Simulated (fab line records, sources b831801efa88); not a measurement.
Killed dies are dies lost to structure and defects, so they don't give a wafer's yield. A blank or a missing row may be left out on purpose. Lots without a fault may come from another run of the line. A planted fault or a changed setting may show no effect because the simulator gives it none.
One fault seen from 2 desks | flow sky130 | each desk has only its own numbers; what lay behind them comes last

THE METROLOGY DESK
What the gauges read, lot by lot, whatever tool the lot ran on: means of the sampled wafers that have a number. A lot is out of limits, marked OUT, if its mean lies more than 4 standard deviations from the usual mean; the brackets give that distance.
Columns: A = VIA4_W_RS at SKY_VIA4_RS_MEAS_19, usual 0.226 ohm/sq
lot  | first seen here | A
L960 | day 42 19:32    | 0.225
L971 | day 46 01:05    | 0.223
L972 | day 46 03:07    | 0.223
L974 | day 46 16:05    | 0.225
L976 | day 47 02:47    | 0.225
L977 | day 47 11:24    | 0.225
L978 | day 47 12:14    | 0.225
L979 | day 47 21:25    | 0.228
L980 | day 48 00:10    | 0.223
L982 | day 48 13:52    | 0.226
L983 | day 48 16:43    | 0.226
This desk's finding: nothing out of limits on any of the 11 lots.

THE TOOL OWNER'S DESK: plasma_asher-04
The tool's own readings at SKY_METAL3_STRIP_19 (strips in O2/N2): means of the sampled wafers that have a number, for each lot that ran on this tool. A lot is out of limits, marked OUT, if its mean lies more than 4 standard deviations from the usual mean; the brackets give that distance.
Columns: A = drypump_motor_current_A at SKY_METAL3_STRIP_19, usual 5.6 A; B = oes_product_au at SKY_METAL3_STRIP_19, usual 0.504 a.u.; C = strip_time_to_endpoint_s at SKY_METAL3_STRIP_19, usual 6.59 s
lot  | first seen here | A   | B     | C
L971 | day 42 02:17    | 5.4 | 0.505 | 6.60
This desk's finding: nothing out of limits on the one lot.

PUT TOGETHER
The metrology desk saw nothing out of limits.
The tool owner's desk saw nothing out of limits.

WHAT THE SIMULATOR HAD PUT IN
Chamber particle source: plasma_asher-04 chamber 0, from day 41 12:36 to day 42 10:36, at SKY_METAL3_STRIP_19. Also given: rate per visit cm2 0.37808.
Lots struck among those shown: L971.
